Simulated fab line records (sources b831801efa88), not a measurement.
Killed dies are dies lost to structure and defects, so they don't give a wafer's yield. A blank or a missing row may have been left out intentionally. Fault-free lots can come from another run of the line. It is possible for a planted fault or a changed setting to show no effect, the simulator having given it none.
2 desks, one fault + flow gf180mcu + each desk holds nothing but its own numbers, with what lay behind them at the end

METROLOGY DESK
Lot by lot, what the gauges showed, no matter which tool ran the lot: averages of those sampled wafers that carry a number. Any lot whose mean is over 4 standard deviations away from the usual mean is out of limits and marked OUT; that distance is given in the brackets.
Columns: A = cd_nm at GF_M2_CD_MEAS_14, usual 280.1 nm
| lot  | first seen here | A     |
|------|-----------------|-------|
| L170 | day 18 22:13    | 280.3 |
| L171 | day 19 07:35    | 280.6 |
| L172 | day 19 19:19    | 279.7 |
| L174 | day 20 12:01    | 280.1 |
| L175 | day 21 04:44    | 279.6 |
| L177 | day 21 21:24    | 276.5 |
| L180 | day 23 04:22    | 281.5 |
| L183 | day 24 01:14    | 280.5 |
| L189 | day 26 00:49    | 278.5 |
| L190 | day 26 05:55    | 282.6 |
| L191 | day 26 15:28    | 279.3 |
| L192 | day 27 04:02    | 280.7 |
This desk's verdict: no lot among the 12 shows anything out of limits.

DESK OF THE TOOL OWNER: cmp-02
The tool's own readings at GF_V1_CMP_26 (polishes, stops on SiO2, t overpolish 15 s, target thk 0 nm): means of the sampled wafers that have a number, for each lot that ran on this tool. Any lot whose mean is over 4 standard deviations away from the usual mean is out of limits and marked OUT; that distance is given in the brackets.
Columns: A = head_pressure_psi at GF_V1_CMP_26, usual 3.500 psi; B = motor_current_A at GF_V1_CMP_26, usual 12.2 A; C = overpolish_run_s at GF_V1_CMP_26, usual 15.000 s; D = slurry_flow_ml_min at GF_V1_CMP_26, usual 150.1; E = time_to_endpoint_s at GF_V1_CMP_26, usual 84.9 s
| lot  | first seen here | A     | B    | C                       | D     | E               |
|------|-----------------|-------|------|-------------------------|-------|-----------------|
| L171 | day 18 07:13    | 3.500 | 12.5 | 14.995                  | 150.1 | 88.2            |
| L174 | day 19 11:12    | 3.493 | 11.9 | 15.000                  | 150.1 | 86.6            |
| L175 | day 20 04:10    | 3.502 | 12.3 | 14.998                  | 150.1 | 84.2            |
| L180 | day 22 04:56    | 3.508 | 12.9 | 15.009                  | 149.8 | 83.3            |
| L183 | day 23 02:20    | 3.499 | 12.0 | 15.007                  | 149.9 | 84.1            |
| L185 | day 23 12:14    | 3.497 | 12.4 | 0.040 (-99 or more) OUT | 149.7 | 128.9 (+15) OUT |
| L186 | day 24 01:34    | 3.500 | 12.0 | 0.035 (-99 or more) OUT | 150.5 | 129.4 (+15) OUT |
| L188 | day 25 04:20    | 3.501 | 13.1 | 0.040 (-99 or more) OUT | 150.7 | 127.0 (+14) OUT |
Finding of this desk: L185, L186, L188 out of limits; the first was L185 at day 23 12:14, on overpolish_run_s at GF_V1_CMP_26. L171, L174, L175, L180, L183: within limits.

TAKEN TOGETHER
The tool owner's desk had the chance to raise an alarm at day 23 12:14 on L185, L186, L188.
Nothing out of limits was seen by the metrology desk.
The metrology desk has no number on record for L185, L186, L188.
All the named lots went through GF_V1_CMP_26 on cmp-02.

WHAT THE SIMULATOR HAD INSERTED
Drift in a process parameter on cmp-02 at GF_V1_CMP_26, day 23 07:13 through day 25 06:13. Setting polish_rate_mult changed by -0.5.
Struck lots among those shown: L185, L186, L188.
Hours from the fault's start to each desk's first reading out of limits: the tool owner's desk, 5.
